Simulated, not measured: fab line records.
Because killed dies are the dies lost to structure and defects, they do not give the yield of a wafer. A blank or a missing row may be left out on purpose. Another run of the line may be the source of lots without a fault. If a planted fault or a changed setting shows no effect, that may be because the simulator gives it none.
fab line records ; flow sky130
record: lots: 6; wafers: 18; last-day: 50
route steps=708 shown METAL2@490 PAD_OPEN@708
lots untouched by any fault: they come from a run of this same line in which no faults occurred
start-h: hours from the record's opening day to when the first of the lot's shown wafers began ; wait-h: time in hours since the lot's previous step ; " same as the row above ; L1.1+2: a single row standing in for several wafers ; - no value present, or no start provided ; * or withheld: withheld ; < > ~ a bound
route shown NAME@n: NAME is a module with steps in the file, n the number in the route of the first one ; usual: average and standard deviation across the fault-free wafers ; same: alike in all rows ; chamber/n: place in a boat ; sites: readings site by site ; _std_site: the values' standard deviation ; _edge_site: mean of outer sites minus mean of inner sites ; radius-mm: how far each site lies from the wafer's centre ; mask NAME#n: copy n ; behind: the last tool/chamber to shape the wafer ; hold: reason for holding the lot/hours on hold/outcome of the hold ; device: which transistor (n, p or np) failed to switch ; end of line: tests of these same wafers at the route's end ; a step given without rows: its recipe and nothing more ; killed: not the wafer's yield, but the dies lost to structure and defects at the first sort ; map: a wafer's dies, x killed, . not, _ none there
set.NAME: setting as actually run; set.NAME@STEP: the setting as run at that earlier step ; model.NAME: the simulator's own value behind a step, which no gauge read
lots at selected steps of the route; one table per step, one row per wafer
services: when a tool's chamber went out of use (start-h, in hours from the record's first day, below 0 if earlier), for how many hours, and the reason
== steps ==
step: SKY_METAL2_DEHYDRATE_07
recipe: temp-c: 200; time-s: 60
step: SKY_METAL2_HMDS_08
recipe: prime-time-s: 60; prime-temp-c: 120
step: SKY_METAL2_COAT_09
recipe: resist: BARC; temp-c: withheld; time-s: withheld; spin-rpm: 3000; resist-thk-nm: 60
step: SKY_METAL2_COAT_10
recipe: resist: KrF-thick; spin-rpm: 3000; resist-thk-nm: 450
step: SKY_METAL2_SOFTBAKE_11
recipe: temp-c: 100; time-s: 90; resist: KrF-thick
step: SKY_METAL2_EXPOSE_12
recipe: mask-id: MM2; na: 0.8; source-shape: annular; sigma-inner: 0.55; sigma-outer: 0.85; target-cd-nm: 140; dose-mj: 28
step: SKY_METAL2_PEB_13
recipe: peb-temp-c: withheld; peb-time-s: withheld; resist: KrF-thick
step: SKY_METAL2_DEVELOP_14
recipe: develop-time-s: 60; resist: KrF-thick; dev-temp-c: 21
step: SKY_METAL2_CD_MEAS_15
recipe: target-cd-nm: 140
usual: cd-nm: 140.7/1.8
lot.wafer;tool;chamber;start-h;wait-h;cd-nm
L785.2;cd-sem-02;-;867.80;-;139.6
L785.3;cd-sem-02;-;867.80;-;140.1
L785.5;cd-sem-02;-;867.80;-;139.9
L786.1;cd-sem-01;-;875.63;-;139.8
L786.4;cd-sem-01;-;875.63;-;139.5
L786.5;cd-sem-01;-;875.63;-;138.4
L787.1;cd-sem-02;-;878.90;-;140.8
L787.3;cd-sem-02;-;878.90;-;140.9
L787.6;cd-sem-02;-;878.90;-;141.1
L796.1;cd-sem-02;-;950.98;-;138.6
L796.4;cd-sem-02;-;950.98;-;140.1
L796.6;cd-sem-02;-;950.98;-;141.5
L798.1;cd-sem-02;-;960.08;-;141.3
L798.2;cd-sem-02;-;960.08;-;141.5
L798.5;cd-sem-02;-;960.08;-;140.6
L800.2;cd-sem-01;-;975.80;-;141.3
L800.3;cd-sem-01;-;975.80;-;141.2
L800.4;cd-sem-01;-;975.80;-;139.4
step: SKY_METAL2_OVL_MEAS_16
usual: METAL2_OVL: -1/4.8
lot.wafer;tool;chamber;start-h;wait-h;METAL2_OVL[nm]
L785.2;overlay-02;-;867.90;0.1;-6
L785.3;overlay-02;-;867.90;0.1;6
L785.5;overlay-02;-;867.90;0.1;9
L786.1;overlay-01;-;875.75;0.1;-11
L786.4;overlay-01;-;875.75;0.1;-7
L786.5;overlay-01;-;875.75;0.1;-3
L787.1;overlay-02;-;879.02;0.1;-4
L787.3;overlay-02;-;879.02;0.1;5
L787.6;overlay-02;-;879.02;0.1;-5
L796.1;overlay-02;-;951.10;0.1;1
L796.4;overlay-02;-;951.10;0.1;2
L796.6;overlay-02;-;951.10;0.1;-3
L798.1;overlay-02;-;960.20;0.1;-6
L798.2;overlay-02;-;960.20;0.1;-9
L798.5;overlay-02;-;960.20;0.1;-8
L800.2;overlay-01;-;975.90;0.1;-2
L800.3;overlay-01;-;975.90;0.1;-7
L800.4;overlay-01;-;975.90;0.1;-5
step: SKY_METAL2_DESCUM_17
recipe: chemistry: O2; source-power-w: 150; bias-power-w: 0; pressure-mtorr: 10; temp-c: 40; time-s: 8
usual: drypump-motor-current-A: 5.8/0.33; oes-product-au: 1.000/0.01; temp-c: 39.98/0.12
lot.wafer;tool;chamber;start-h;wait-h;drypump-motor-current-A;oes-product-au;rf-hours-counter-h;temp-c
L785.2;rie-metal-04;0;867.93;0.0;5.7;0.991;11;39.91
L785.3;rie-metal-04;1;867.93;0.0;5.5;0.997;-;39.96
L785.5;rie-metal-04;0;867.93;0.0;5.7;0.988;-;40.06
L786.1;rie-metal-04;0;875.78;0.0;5.7;0.991;11;40.03
L786.4;rie-metal-04;0;875.78;0.0;5.7;0.996;-;39.97
L786.5;rie-metal-04;0;875.78;0.0;5.7;0.985;-;39.99
L787.1;rie-metal-04;0;879.05;0.0;5.7;0.985;12;40.02
L787.3;rie-metal-04;0;879.05;0.0;5.7;0.992;-;40.19
L787.6;rie-metal-04;0;879.05;0.0;5.7;0.994;-;39.92
L796.1;rie-metal-02;1;951.13;0.0;5.3;0.976;1;39.87
L796.4;rie-metal-02;0;951.13;0.0;6.3;0.995;-;40.11
L796.6;rie-metal-02;1;951.13;0.0;5.3;0.986;-;39.91
L798.1;rie-metal-04;0;960.23;0.0;5.7;0.995;15;40.12
L798.2;rie-metal-04;0;960.23;0.0;5.7;1.000;-;40.05
L798.5;rie-metal-04;0;960.23;0.0;5.7;1.003;-;39.93
L800.2;rie-metal-02;1;975.93;0.0;5.3;0.999;2;39.98
L800.3;rie-metal-02;1;975.93;0.0;5.3;0.991;-;39.96
L800.4;rie-metal-02;0;975.93;0.0;6.3;1.004;-;39.98
step: SKY_METAL2_ETCH_18
recipe: chemistry: N2/H2; target: BARC; ion-energy-ev: 200; bias-w: 100; pressure-mtorr: 30; n2-flow-sccm: 100; h2-flow-sccm: 200; icp-w: 500; stop-on: SiO2; time-s: 45.9; target-depth-a: 600
usual: bias-w: 100.0/0.34; chamber-pressure-mTorr: 30.001/0.027; drypump-motor-current-A: 5.8/0.33; oes-product-au: 0.854/0.0046; throttle-valve-pct: 13.223/0.0093
lot.wafer;tool;chamber;start-h;wait-h;bias-w;chamber-pressure-mTorr;drypump-motor-current-A;oes-product-au;rf-hours-counter-h;throttle-valve-pct
L785.2;rie-metal-04;0;867.96;0.0;100.0;29.988;5.7;0.853;11;13.241
L785.3;rie-metal-04;1;867.96;0.0;100.8;30.017;5.5;0.867;-;13.224
L785.5;rie-metal-04;0;867.96;0.0;100.3;30.011;5.7;0.851;-;13.220
L786.1;rie-metal-04;0;875.81;0.0;99.9;30.021;5.7;0.852;11;13.212
L786.4;rie-metal-04;0;875.81;0.0;100.0;30.024;5.7;0.848;-;13.210
L786.5;rie-metal-04;0;875.81;0.0;99.7;29.955;5.7;0.851;-;13.225
L787.1;rie-metal-04;0;879.09;0.0;100.0;29.967;5.7;0.859;12;13.219
L787.3;rie-metal-04;0;879.09;0.0;100.3;29.998;5.7;0.858;-;13.218
L787.6;rie-metal-04;0;879.09;0.0;99.7;30.037;5.7;0.860;-;13.209
L796.1;rie-metal-02;1;951.16;0.0;99.9;29.999;5.3;0.850;1;13.223
L796.4;rie-metal-02;0;951.16;0.0;100.0;30.004;6.3;0.843;-;13.215
L796.6;rie-metal-02;1;951.16;0.0;99.7;30.000;5.3;0.854;-;13.229
L798.1;rie-metal-04;0;960.30;0.1;100.3;30.023;5.7;0.848;15;13.228
L798.2;rie-metal-04;0;960.30;0.1;100.5;29.961;5.7;0.863;-;13.219
L798.5;rie-metal-04;0;960.30;0.1;100.3;30.004;5.7;0.852;-;13.237
L800.2;rie-metal-02;1;975.96;0.0;100.1;29.998;5.3;0.855;2;13.218
L800.3;rie-metal-02;1;975.96;0.0;99.9;29.975;5.3;0.854;-;13.210
L800.4;rie-metal-02;0;975.96;0.0;99.8;29.977;6.3;0.859;-;13.211
step: SKY_METAL2_METAL_ETCH_19
recipe: target-depth-a: 3600; stop-on: SiO2; over-etch-frac: 0.3; time-s: 78; chemistry: Cl2/BCl3; resist-sidewall-deg: 88; pressure-mtorr: 10; icp-w: 900; bias-w: 48.5; Cl2_flow_sccm: 60; bcl3-flow-sccm: 30
usual: bcl3-flow-sccm: 30.00/0.078; bias-w: 48.50/0.15; drypump-motor-current-A: 5.8/0.33; oes-product-au: 0.854/0.0074; over-etch-frac: 0.3/0; throttle-valve-pct: 22.264/0.009
lot.wafer;tool;chamber;start-h;wait-h;bcl3-flow-sccm;bias-w;drypump-motor-current-A;oes-product-au;over-etch-frac;rf-hours-counter-h;throttle-valve-pct;model.KrF-thick_of_METAL2_COAT_10.thk-nm;model.SiO2_of_VIA1_HDPCVD_00.thk-nm
L785.2;rie-metal-04;0;868.03;0.0;29.99;48.45;5.7;0.846;0.3;11;22.241;158.5;330.4
L785.3;rie-metal-04;1;868.03;0.0;30.00;48.48;5.5;0.857;0.3;-;22.265;159.5;331.8
L785.5;rie-metal-04;0;868.03;0.0;29.99;48.53;5.7;0.858;0.3;-;22.252;159.8;331.3
L786.1;rie-metal-04;0;875.88;0.0;-;-;-;-;-;-;-;392;344.4
L786.4;rie-metal-04;0;875.88;0.0;-;-;-;-;-;-;-;392.7;343
L786.5;rie-metal-04;0;875.88;0.0;-;-;-;-;-;-;-;393.4;341.4
L787.1;rie-metal-04;0;879.15;0.0;-;-;-;-;-;-;-;393.9;341.9
L787.3;rie-metal-04;0;879.15;0.0;-;-;-;-;-;-;-;394.3;343
L787.6;rie-metal-04;0;879.15;0.0;-;-;-;-;-;-;-;393.4;341.7
L796.1;rie-metal-02;1;951.23;0.0;30.12;48.52;5.3;0.848;0.3;1;22.261;163;330
L796.4;rie-metal-02;0;951.23;0.0;30.04;48.44;6.3;0.860;0.3;-;22.263;156.7;331.3
L796.6;rie-metal-02;1;951.23;0.0;30.07;48.50;5.3;0.863;0.3;-;22.266;165.7;331.1
L798.1;rie-metal-04;0;960.42;0.1;30.06;48.45;5.7;0.847;0.3;16;22.265;158.6;331.1
L798.2;rie-metal-04;0;960.42;0.1;30.08;48.45;5.7;0.854;0.3;-;22.265;161.5;330.3
L798.5;rie-metal-04;0;960.42;0.1;30.16;48.58;5.7;0.858;0.3;-;22.270;156.9;331.6
L800.2;rie-metal-02;1;976.03;0.0;29.98;48.66;5.3;0.855;0.3;2;22.259;160.4;332.8
L800.3;rie-metal-02;1;976.03;0.0;29.90;48.62;5.3;0.840;0.3;-;22.255;160.3;332.9
L800.4;rie-metal-02;0;976.03;0.0;29.82;48.74;6.3;0.863;0.3;-;22.264;155.7;330.6
step: SKY_METAL2_STRIP_20
recipe: chemistry: O2/N2; power-w: 1400; pressure-mtorr: 1500; platen-temp-c: withheld; o2-flow-sccm: 3000; n2-flow-sccm: 300; overash-fraction: 0.5
usual: drypump-motor-current-A: 5.7/0.5; oes-product-au: 0.343/0.0051; strip-time-to-endpoint-s: 2.69/0.036
lot.wafer;tool;chamber;start-h;wait-h;drypump-motor-current-A;oes-product-au;rf-hours-counter-h;strip-time-to-endpoint-s
L785.2;plasma-asher-03;0;868.12;0.1;4.7;0.337;42;2.69
L785.3;plasma-asher-03;1;868.12;0.1;5.9;0.340;-;2.71
L785.5;plasma-asher-03;1;868.12;0.1;5.9;0.350;-;2.72
L786.1;plasma-asher-02;0;875.97;0.1;5.6;0.441;14;5.22
L786.4;plasma-asher-02;1;875.97;0.1;5.3;0.444;-;5.21
L786.5;plasma-asher-02;1;875.97;0.1;5.3;0.438;-;5.21
L787.1;plasma-asher-02;0;879.24;0.1;5.6;0.442;14;5.21
L787.3;plasma-asher-02;1;879.24;0.1;5.3;0.443;-;5.22
L787.6;plasma-asher-02;1;879.24;0.1;5.3;0.448;-;5.22
L796.1;plasma-asher-03;0;951.32;0.1;4.7;0.348;51;2.74
L796.4;plasma-asher-03;0;951.32;0.1;4.7;0.340;-;2.68
L796.6;plasma-asher-03;1;951.32;0.1;5.9;0.344;-;2.76
L798.1;plasma-asher-02;1;960.60;0.1;5.2;0.339;23;2.70
L798.2;plasma-asher-02;0;960.60;0.1;5.6;0.347;23;2.75
L798.5;plasma-asher-02;0;960.60;0.1;5.6;0.340;-;2.69
L800.2;plasma-asher-02;1;976.12;0.1;5.3;0.345;24;2.72
L800.3;plasma-asher-02;1;976.12;0.1;5.3;0.347;-;2.71
L800.4;plasma-asher-02;0;976.12;0.1;5.6;0.339;-;2.65
step: SKY_METAL2_STRIP_21
recipe: chemistry: post-etch-residue-remover; time-s: 1200; temp-c: 72.5
step: SKY_PAD_OPEN_PROBE_99
usual: defect-limited-yield: 82.4/1.9; killed_at_M0_to_M3: 43/6.5; killed_at_M4_up: 3.3/2; killed-at-contacts: 24/5.2; killed-at-front-end: 16/4.2; killed-at-other: 0.3/0.6; killed-dies: 87/9.3; killed-on-rim: 18/4.2; killed-open: 47/7.8; killed-short: 39/6.2; sort_bin_3_pad_short: 0.9/0.42; sort_bin_5_function: 10.5/1.4; sort_bin_6_memory: 6.3/0.97; sort-n-pass: 405/9.3; sort-yield-pct: 82.4/1.9
same: gross-dies: 492; killed-at-back-side: 0; sort_bin_4_leakage[%]: 0; sort_bin_8_speed[%]: 0
lot.wafer;tool;chamber;start-h;wait-h;defect-limited-yield[%];killed_at_M0_to_M3;killed_at_M4_up;killed-at-contacts;killed-at-front-end;killed-at-other;killed-dies;killed-on-rim;killed-open;killed-short;sort_bin_3_pad_short[%];sort_bin_5_function[%];sort_bin_6_memory[%];sort-n-pass;sort-yield-pct[%]
L785.2;prober-02;-;1111.60;0.1;84.1;32;4;29;13;0;78;17;49;29;0.4;10.2;5.3;414;84.1
L785.3;prober-02;-;1111.65;0.2;81.3;37;2;34;19;0;92;21;47;45;1.0;11.2;6.5;400;81.3
L785.5;prober-02;-;1111.75;0.2;81.7;38;6;31;14;1;90;17;53;37;1.6;10.2;6.5;402;81.7
L786.1;prober-02;-;1118.63;0.1;0;454;3;25;10;0;492;96;42;29;1.2;93.7;5.1;0;0
L786.4;prober-02;-;1118.78;0.2;0;438;3;37;13;1;492;96;54;47;2.0;91.1;6.9;0;0
L786.5;prober-02;-;1118.83;0.2;0;449;5;26;11;1;492;96;49;37;0.8;92.7;6.5;0;0
L787.1;prober-01;-;1121.34;0.1;0;443;6;25;17;1;492;96;47;44;0.4;93.1;6.5;0;0
L787.3;prober-01;-;1121.44;0.2;0;453;2;26;10;1;492;96;46;40;1.2;92.7;6.1;0;0
L787.6;prober-01;-;1121.59;0.2;0;437;0;35;20;0;492;96;57;36;1.0;91.9;7.1;0;0
L796.1;prober-02;-;1177.52;0.1;82.5;42;2;25;16;1;86;24;50;36;0.6;9.8;7.1;406;82.5
L796.4;prober-02;-;1177.67;0.2;81.9;55;5;18;11;0;89;15;43;46;0.8;10.2;7.1;403;81.9
L796.6;prober-02;-;1177.77;0.2;80.3;38;10;31;18;0;97;24;53;42;1.8;12.2;5.7;395;80.3
L798.1;prober-02;-;1180.40;0.1;83.5;45;2;21;13;0;81;5;43;36;0.6;10.6;5.3;411;83.5
L798.2;prober-02;-;1180.45;0.1;79.7;47;4;32;15;2;100;24;51;46;1.6;10.6;8.1;392;79.7
L798.5;prober-02;-;1180.60;0.2;83.9;33;7;24;15;0;79;18;39;40;0.8;8.3;6.9;413;83.9
L800.2;prober-02;-;1190.57;0.1;83.1;42;2;28;11;0;83;17;52;30;0.2;10.2;6.5;409;83.1
L800.3;prober-02;-;1190.62;0.2;83.1;38;2;20;22;1;83;20;46;35;1.0;10.0;5.9;409;83.1
L800.4;prober-02;-;1190.67;0.2;79.5;49;2;29;20;1;101;18;53;48;0.6;14.2;5.7;391;79.5
killed by level:class
L785.2 CONTACT:geometric-particle:open=16 VIA1:geometric-particle:open=12 LI_CONTACT:geometric-particle:open=7 FIELD_ISO:geometric-particle:open=6 METAL2:geometric-particle:short=6 METAL4:geometric-particle:short=4 VIA2:geometric-particle:open=4 LOCAL_INTERCONNECT:geometric-particle:short=3
L785.3 VIA2:geometric-particle:open=11 CONTACT:geometric-particle:short=10 CONTACT:geometric-particle:open=9 METAL1:geometric-particle:short=8 FIELD_ISO:geometric-particle:short=7 LI_CONTACT:geometric-particle:open=7 FIELD_ISO:geometric-particle:open=4 POLY_GATE:geometric-particle:open=4
L785.5 CONTACT:geometric-particle:open=12 CONTACT:geometric-particle:short=10 VIA2:geometric-particle:open=8 VIA1:geometric-particle:open=7 LI_CONTACT:geometric-particle:open=6 FIELD_ISO:geometric-particle:short=5 METAL3:geometric-particle:short=5 FIELD_ISO:geometric-particle:open=4
L786.1 METAL2:area-etch=421 LI_CONTACT:geometric-particle:open=10 VIA1:geometric-particle:open=8 CONTACT:geometric-particle:open=6 METAL1:geometric-particle:short=5 FIELD_ISO:geometric-particle:open=4 CONTACT:geometric-particle:short=4 VIA1:geometric-particle:short=4
L786.4 METAL2:area-etch=391 CONTACT:geometric-particle:open=13 VIA1:geometric-particle:open=9 VIA2:geometric-particle:open=9 LI_CONTACT:geometric-particle:open=8 LOCAL_INTERCONNECT:geometric-particle:short=6 CONTACT:geometric-particle:short=6 METAL1:geometric-particle:short=6
L786.5 METAL2:area-etch=406 VIA1:geometric-particle:open=13 LI_CONTACT:geometric-particle:open=10 VIA2:geometric-particle:open=9 VIA1:geometric-particle:short=7 METAL4:geometric-particle:short=5 CONTACT:geometric-particle:short=5 POLY_GATE:geometric-particle:open=4
L787.1 METAL2:area-etch=401 LI_CONTACT:geometric-particle:open=8 CONTACT:geometric-particle:open=7 VIA1:geometric-particle:open=6 METAL2:geometric-particle:short=6 CONTACT:geometric-particle:short=5 VIA3:geometric-particle:open=5 VIA2:geometric-particle:short=5
L787.3 METAL2:area-etch=406 VIA1:geometric-particle:open=13 VIA2:geometric-particle:open=7 CONTACT:geometric-particle:short=6 LI_CONTACT:geometric-particle:open=6 VIA3:geometric-particle:open=6 LOCAL_INTERCONNECT:geometric-particle:short=5 CONTACT:geometric-particle:open=5
L787.6 METAL2:area-etch=399 CONTACT:geometric-particle:open=17 VIA2:geometric-particle:open=12 METAL1:geometric-particle:short=9 LI_CONTACT:geometric-particle:open=8 FIELD_ISO:geometric-particle:open=6 FIELD_ISO:geometric-particle:short=5 SPACER:geometric-particle:short=5
L796.1 VIA1:geometric-particle:open=10 VIA3:geometric-particle:open=8 CONTACT:geometric-particle:open=7 CONTACT:geometric-particle:short=7 LI_CONTACT:geometric-particle:open=6 VIA1:geometric-particle:short=6 FIELD_ISO:geometric-particle:open=5 POLY_GATE:geometric-particle:short=5
L796.4 METAL2:geometric-particle:short=11 VIA1:geometric-particle:open=9 VIA2:geometric-particle:open=9 METAL1:geometric-particle:short=7 VIA1:geometric-particle:short=6 LOCAL_INTERCONNECT:geometric-particle:short=5 CONTACT:geometric-particle:open=5 FIELD_ISO:geometric-particle:short=4
L796.6 VIA1:geometric-particle:open=15 CONTACT:geometric-particle:open=10 LI_CONTACT:geometric-particle:open=9 METAL4:geometric-particle:short=8 POLY_GATE:geometric-particle:short=5 CONTACT:geometric-particle:short=5 POLY_GATE:geometric-particle:open=4 LOCAL_INTERCONNECT:geometric-particle:short=4
L798.1 VIA1:geometric-particle:open=7 LI_CONTACT:geometric-particle:open=7 VIA3:geometric-particle:open=7 METAL2:geometric-particle:short=6 CONTACT:geometric-particle:open=5 METAL1:geometric-particle:short=5 VIA1:geometric-particle:short=5 FIELD_ISO:geometric-particle:open=4
L798.2 VIA1:geometric-particle:open=11 LI_CONTACT:geometric-particle:open=9 CONTACT:geometric-particle:open=9 VIA3:geometric-particle:open=7 CONTACT:geometric-particle:short=6 METAL1:geometric-particle:short=6 LOCAL_INTERCONNECT:geometric-particle:short=5 VIA2:geometric-particle:open=4
L798.5 VIA1:geometric-particle:open=8 VIA3:geometric-particle:open=7 LI_CONTACT:geometric-particle:open=6 CONTACT:geometric-particle:open=6 METAL1:geometric-particle:short=6 METAL4:geometric-particle:short=6 LOCAL_INTERCONNECT:geometric-particle:short=5 FIELD_ISO:geometric-particle:short=4
L800.2 CONTACT:geometric-particle:open=10 VIA2:geometric-particle:open=8 VIA1:geometric-particle:open=8 LI_CONTACT:geometric-particle:open=7 VIA3:geometric-particle:open=7 CONTACT:geometric-particle:short=5 VIA1:geometric-particle:short=5 METAL2:geometric-particle:short=5
L800.3 VIA1:geometric-particle:open=11 POLY_GATE:geometric-particle:short=7 POLY_GATE:geometric-particle:open=6 CONTACT:geometric-particle:open=6 VIA2:geometric-particle:open=5 LI_CONTACT:geometric-particle:open=5 CONTACT:geometric-particle:short=5 VIA3:geometric-particle:open=5
L800.4 VIA2:geometric-particle:open=8 LI_CONTACT:geometric-particle:open=7 CONTACT:geometric-particle:short=7 CONTACT:geometric-particle:open=7 VIA1:geometric-particle:open=7 POLY_GATE:geometric-particle:open=6 METAL2:geometric-particle:short=6 VIA3:geometric-particle:open=6
map L786.1 (x killed, . not)
__________xxxxxxxxxx_________
________xxxxxxxxxxxxxx_______
______xxxxxxxxxxxxxxxxxx_____
_____xxxxxxxxxxxxxxxxxxxx____
____xxxxxxxxxxxxxxxxxxxxxx___
___xxxxxxxxxxxxxxxxxxxxxxxx__
__xxxxxxxxxxxxxxxxxxxxxxxxxx_
_xxxxxxxxxxxxxxxxxxxxxxxxxxxx
_xxxxxxxxxxxxxxxxxxxxxxxxxxxx
_xxxxxxxxxxxxxxxxxxxxxxxxxxxx
_xxxxxxxxxxxxxxxxxxxxxxxxxxxx
_xxxxxxxxxxxxxxxxxxxxxxxxxxxx
_xxxxxxxxxxxxxxxxxxxxxxxxxxxx
_xxxxxxxxxxxxxxxxxxxxxxxxxxxx
_xxxxxxxxxxxxxxxxxxxxxxxxxxxx
__xxxxxxxxxxxxxxxxxxxxxxxxxx_
___xxxxxxxxxxxxxxxxxxxxxxxx__
____xxxxxxxxxxxxxxxxxxxxxx___
_____xxxxxxxxxxxxxxxxxxxx____
______xxxxxxxxxxxxxxxxxx_____
________xxxxxxxxxxxxxx_______
__________xxxxxxxxxx_________
map L787.1 (x killed, . not)
__________xxxxxxxxxx_________
________xxxxxxxxxxxxxx_______
______xxxxxxxxxxxxxxxxxx_____
_____xxxxxxxxxxxxxxxxxxxx____
____xxxxxxxxxxxxxxxxxxxxxx___
___xxxxxxxxxxxxxxxxxxxxxxxx__
__xxxxxxxxxxxxxxxxxxxxxxxxxx_
_xxxxxxxxxxxxxxxxxxxxxxxxxxxx
_xxxxxxxxxxxxxxxxxxxxxxxxxxxx
_xxxxxxxxxxxxxxxxxxxxxxxxxxxx
_xxxxxxxxxxxxxxxxxxxxxxxxxxxx
_xxxxxxxxxxxxxxxxxxxxxxxxxxxx
_xxxxxxxxxxxxxxxxxxxxxxxxxxxx
_xxxxxxxxxxxxxxxxxxxxxxxxxxxx
_xxxxxxxxxxxxxxxxxxxxxxxxxxxx
__xxxxxxxxxxxxxxxxxxxxxxxxxx_
___xxxxxxxxxxxxxxxxxxxxxxxx__
____xxxxxxxxxxxxxxxxxxxxxx___
_____xxxxxxxxxxxxxxxxxxxx____
______xxxxxxxxxxxxxxxxxx_____
________xxxxxxxxxxxxxx_______
__________xxxxxxxxxx_________
== services ==
tool;chamber;start-h;hours;kind
rie-metal-02;-;869.32;0.7;repair
rie-metal-02;1;893.90;-;clean
rie-metal-02;1;893.90;25.7;scheduled-down
rie-metal-02;1;893.90;25.7;vent-cycle
rie-metal-04;1;952.12;10.9;repair
plasma-asher-03;-;974.55;14.6;pm
== key ==
first-sign: step: SKY_METAL2_METAL_ETCH_19; reading: tool-record; direction: missing
effect: step: SKY_METAL2_STRIP_20; reading: strip-time-to-endpoint-s; direction: up; sigmas: 69; usual: *; struck: *
effect: step: SKY_PAD_OPEN_PROBE_99; reading: killed_at_M0_to_M3; direction: up; sigmas: 62; usual: 43; struck: 446
model-effect: step: SKY_METAL2_METAL_ETCH_19; value: KrF-thick_of_METAL2_COAT_10.thk-nm; without: 161.2; struck: 393.3
more-kills-born-at: SKY_METAL2_METAL_ETCH_19@rie-metal-04: 2424
met-at SKY_METAL2_METAL_ETCH_19
struck-wafers L786.1,L786.4,L786.5,L787.1,L787.3,L787.6
later-rows-left-out L786.1,L786.4,L786.5,L787.1,L787.3,L787.6
onset-between 868.03 875.88
fault: kind: skipped-step-whole; tool: rie-metal-04; chamber: -; onset-h: 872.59; steps: SKY_METAL2_METAL_ETCH_19; scope: struck-lots-only
later-rows-left-out: the simulator's readings of these wafers behind a module that went badly wrong aren't trusted and aren't shown, but for the sort
